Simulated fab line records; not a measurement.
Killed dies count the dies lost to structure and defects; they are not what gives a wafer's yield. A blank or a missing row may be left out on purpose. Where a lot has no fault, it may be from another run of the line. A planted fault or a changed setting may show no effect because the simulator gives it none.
One fault seen from 2 desks / flow sky130 / every desk sees just its own numbers, and what lay behind them comes last

## FOR THE TOOL OWNER'S DESK: rie diel-02
The tool's own readings at SKY_FIELD_ISO_ETCH_14 (etches BARC in N2/H2, stops on SiO2, time 45.9 s, target depth 60 nm): means of the sampled wafers that have a number, for each lot that ran on this tool. A lot is out of limits, marked OUT, if its mean lies more than 4 standard deviations from the usual mean; the brackets give that distance.
Columns: A = drypump motor current A at SKY_FIELD_ISO_ETCH_14, usual 5.5 A; B = oes product au at SKY_FIELD_ISO_ETCH_14, usual 0.854 a.u.; C = run length s at SKY_FIELD_ISO_ETCH_14, usual 74.4 s; D = throttle valve pct at SKY_FIELD_ISO_ETCH_14, usual 13.224 %
lot=L342; first seen here=day 2 05:22; A=6.0; B=0.853; C=73.9; D=13.216
lot=L345; first seen here=day 2 20:14; A=5.9; B=0.855; C=74.2; D=13.231
lot=L349; first seen here=day 3 19:50; A=5.7; B=0.904 (+11) OUT; C=67.3 (-17) OUT; D=13.222
This desk's finding: out of limits on L349; first on L349, day 3 19:50 (oes product au at SKY_FIELD_ISO_ETCH_14). In limits: L342, L345.

## THE METROLOGY DESK
Means of the sampled wafers that have a number, per lot and without regard to the tool the lot ran on: this is what the gauges read. A lot is out of limits, marked OUT, if its mean lies more than 4 standard deviations from the usual mean; the brackets give that distance.
Columns: A = DNWELL_TW at SKY_DNWELL_TW_MEAS_09, usual 1118
lot=L342; first seen here=day 3 02:00; A=1096
lot=L343; first seen here=day 3 07:45; A=1096
lot=L344; first seen here=day 3 16:25; A=1138
lot=L345; first seen here=day 3 22:18; A=1140
lot=L348; first seen here=day 4 14:55; A=1105
lot=L349; first seen here=day 4 21:22; A=1142
lot=L350; first seen here=day 5 00:58; A=1110
lot=L352; first seen here=day 5 10:10; A=1153
lot=L353; first seen here=day 5 15:35; A=1112
lot=L356; first seen here=day 6 07:19; A=1137
lot=L360; first seen here=day 7 02:12; A=1102
lot=L362; first seen here=day 7 14:21; A=1104
lot=L363; first seen here=day 7 20:33; A=1106
This desk's finding: nothing out of limits on any of the 13 lots.

## BROUGHT TOGETHER
An alarm could have come from the tool owner's desk at day 3 19:50, on L349.
The metrology desk saw nothing out of limits.
The metrology desk has L349 on record, within its limits.
Every lot named ran SKY_FIELD_ISO_ETCH_14 on rie diel-02.

## WHAT THE SIMULATOR HAD INSERTED
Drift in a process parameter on rie diel-02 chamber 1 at SKY_FIELD_ISO_ETCH_14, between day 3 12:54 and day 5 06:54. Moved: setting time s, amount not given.
Shown lots that were struck: L349.
How many hours passed from the start of the fault until each desk's first out-of-limits reading: the tool owner's desk, 7.
